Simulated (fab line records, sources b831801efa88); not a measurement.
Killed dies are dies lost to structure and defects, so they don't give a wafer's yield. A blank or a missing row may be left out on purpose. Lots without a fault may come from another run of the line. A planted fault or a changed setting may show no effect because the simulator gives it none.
A struck lot beside a sound one | flow sky130 | 20 steps out of a route of 708
Sound: wafers L269.2, L269.3, L269.4. Struck: wafers L274.1, L274.4, L274.5. The cause comes at the end.
At each step with rows: each side's tool, then ch and its chambers, then its first start. Under that, the readings that differ: sound wafers | struck wafers | difference of the means | sigmas: that difference in standard deviations of wafers without a fault.
alike: readings whose means differ by less than 2 such deviations, and words and numbers that are the same on both sides. not compared: withheld readings, readings that some wafer has no value for, bounds like >300 that may hide the same value, and numbers for which the record gives no deviation and whose values overlap.
The two part at a step that has a row with sigmas, a row that says differs or no value, or rows on one side only. Numbers that don't overlap but have no deviation are shown without sigmas and don't part them. A reading that every wafer of one side lacks parts them only if that side has two wafers or more.

first, 6 steps without rows for these wafers: SKY_VT_ADJUST_PCH_HMDS_01 (prime time 60 s); SKY_VT_ADJUST_PCH_COAT_02 (resist thk 3000 nm); SKY_VT_ADJUST_PCH_SOFTBAKE_03; SKY_VT_ADJUST_PCH_EXPOSE_04 (exposes mask NWM, target cd 840 nm); SKY_VT_ADJUST_PCH_PEB_05; SKY_VT_ADJUST_PCH_DEVELOP_06 (develop time 60 s).
SKY_VT_ADJUST_PCH_OVL_MEAS_07:
  sound on overlay-02, day 12 01:02; struck on overlay-01, day 13 11:44
  reading                | sound          | struck      | difference | sigmas
  VT_ADJUST_PCH_OVL (nm) | -1.4 -1.8 -2.6 | 2.4 3.5 2.8 | +4.8       | +4
then, 1 step without rows for these wafers: SKY_VT_ADJUST_PCH_IMPLANT_08.
SKY_VT_ADJUST_PCH_STRIP_09: strips in O2/N2.
  sound on plasma_asher-04 ch 0,1, day 12 01:13; struck on plasma_asher-03 ch 0,1, day 13 11:55
  alike: drypump_motor_current_A, oes_product_au, strip_time_to_endpoint_s
  not compared: rf_hours_counter_h
SKY_VT_ADJUST_PCH_TW_MEAS_10:
  sound on film_metro-03, day 12 01:19; struck on film_metro-02, day 13 12:01
  reading          | sound             | struck            | difference | sigmas
  VT_ADJUST_PCH_TW | 141.3 141.0 141.4 | 145.2 146.3 145.8 | +4.5       | +2
then, 2 steps without rows for these wafers: SKY_SONOS_TUNNEL_DEHYDRATE_00 (time 60 s); SKY_SONOS_TUNNEL_HMDS_01 (prime time 60 s).
SKY_SONOS_TUNNEL_COAT_02: resist thk 1140 nm.
  sound on litho_track-03 ch 0, day 12 12:54; struck on litho_track-01, day 14 00:31
  no value came back on the struck wafers for chill_plate_temp_C (C), dispense_pressure_kPa (kPa), exhaust_pa (Pa); on the sound wafers chill_plate_temp_C (C) reads 23.00 23.06 23.07
then, 4 steps without rows for these wafers: SKY_SONOS_TUNNEL_SOFTBAKE_03 (time 60 s); SKY_SONOS_TUNNEL_EXPOSE_04 (exposes mask TUNM, target cd 410 nm); SKY_SONOS_TUNNEL_PEB_05; SKY_SONOS_TUNNEL_DEVELOP_06 (develop time 60 s).
SKY_SONOS_TUNNEL_CD_MEAS_07: target cd 410 nm.
  sound on cd_sem-01, day 13 02:03; struck on cd_sem-02, day 14 13:56
  reading    | sound             | struck | difference                    | sigmas
  cd_nm (nm) | 408.8 405.6 405.2 | - - -  | no value on the struck wafers |
SKY_SONOS_TUNNEL_OVL_MEAS_08:
  sound on overlay-01, day 13 02:10; struck on overlay-02, day 14 14:03
  reading               | sound         | struck | difference                    | sigmas
  SONOS_TUNNEL_OVL (nm) | -1.1 -0.5 1.1 | - - -  | no value on the struck wafers |
-- the record jumps here: 34 days lie between the struck wafers' starts before and after (it left off in module SONOS_TUNNEL and takes up again in module PAD_OPEN, whose first step shown is number 708 of the route) --
SKY_PAD_OPEN_PROBE_99:
  the record has rows for the struck wafers here (prober-01, day 48 03:36) and none for the sound ones

WHERE THEY PART
First at SKY_VT_ADJUST_PCH_OVL_MEAS_07; last, within this record, at SKY_PAD_OPEN_PROBE_99.

WHY: what the simulator had put in
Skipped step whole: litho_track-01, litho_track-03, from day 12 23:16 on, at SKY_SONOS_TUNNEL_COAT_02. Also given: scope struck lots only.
